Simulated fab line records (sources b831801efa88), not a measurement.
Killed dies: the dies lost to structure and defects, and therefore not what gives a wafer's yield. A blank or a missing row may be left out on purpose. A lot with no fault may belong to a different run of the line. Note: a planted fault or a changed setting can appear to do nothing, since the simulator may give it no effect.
Which tool did it?    flow sky130    12 lots, 36 wafers sampled, at 2 steps of a route of 708

## WHAT THE GAUGES SHOWED, per wafer
SKY_VIA2_OVL_MEAS_13.
lot   measured      on          VIA2_OVL (nm)
L075  day 36 15:28  overlay-01  -4 -1 -7
L077  day 37 23:58  overlay-01  -8 -4 -2
L078  day 38 03:38  overlay-02  5 0 3
L081  day 38 08:32  overlay-02  0 -5 -3
L083  day 39 03:07  overlay-01  4 -3 1
L084  day 39 13:31  overlay-02  1 -2 1
L089  day 41 09:31  overlay-02  3 9 3
L088  day 41 11:06  overlay-02  -2 1 -3
L091  day 41 14:23  overlay-01  -1 3 4
L093  day 41 18:26  overlay-02  -10 -8 -9
L095  day 42 12:50  overlay-02  -1 7 6
L097  day 42 19:31  overlay-01  -2 -3 5

## EACH LOT AND THE TOOL THAT RAN IT (in order: tool; ch and the chambers of the sampled wafers; start)
lot   SKY_METAL2_STRIP_20
L075  plasma_asher-03 ch 0,1, day 35 11:23
L077  plasma_asher-03 ch 0,1, day 36 20:32
L078  plasma_asher-03 ch 0,1, day 36 23:59
L081  plasma_asher-03 ch 0,1, day 37 05:45
L083  plasma_asher-04 ch 0,1, day 38 01:01
L084  plasma_asher-03 ch 0,1, day 38 13:10
L089  plasma_asher-01 ch 0,1, day 40 07:46
L088  plasma_asher-01 ch 0,1, day 40 09:08
L091  plasma_asher-04 ch 0,1, day 40 12:14
L093  plasma_asher-01 ch 0,1, day 40 16:59
L095  plasma_asher-01 ch 1, day 41 13:13
L097  plasma_asher-04 ch 0,1, day 41 19:47
- SKY_METAL2_STRIP_20: strips in O2/N2.

## THE ANSWER, worked out from the rows above alone
Rule: the usual values come from the lots themselves. Put in order of their means at a reading, lots are off if they are a third of the lots or fewer, leave a main group of 4 or more, and stand apart from it by a gap of 3 or more times the standard deviation of the main group's means; of several such gaps the widest counts. If all means in a main group match to the digits the tables above print for the reading, that group is not used. Also off: a lot with no number at a reading for which 4 or more lots have one. All remaining lots with rows at the step are treated as sound.
No lot is off on any of the readings shown, so nothing can be concluded from this.

## WHAT THE SIMULATOR PUT IN
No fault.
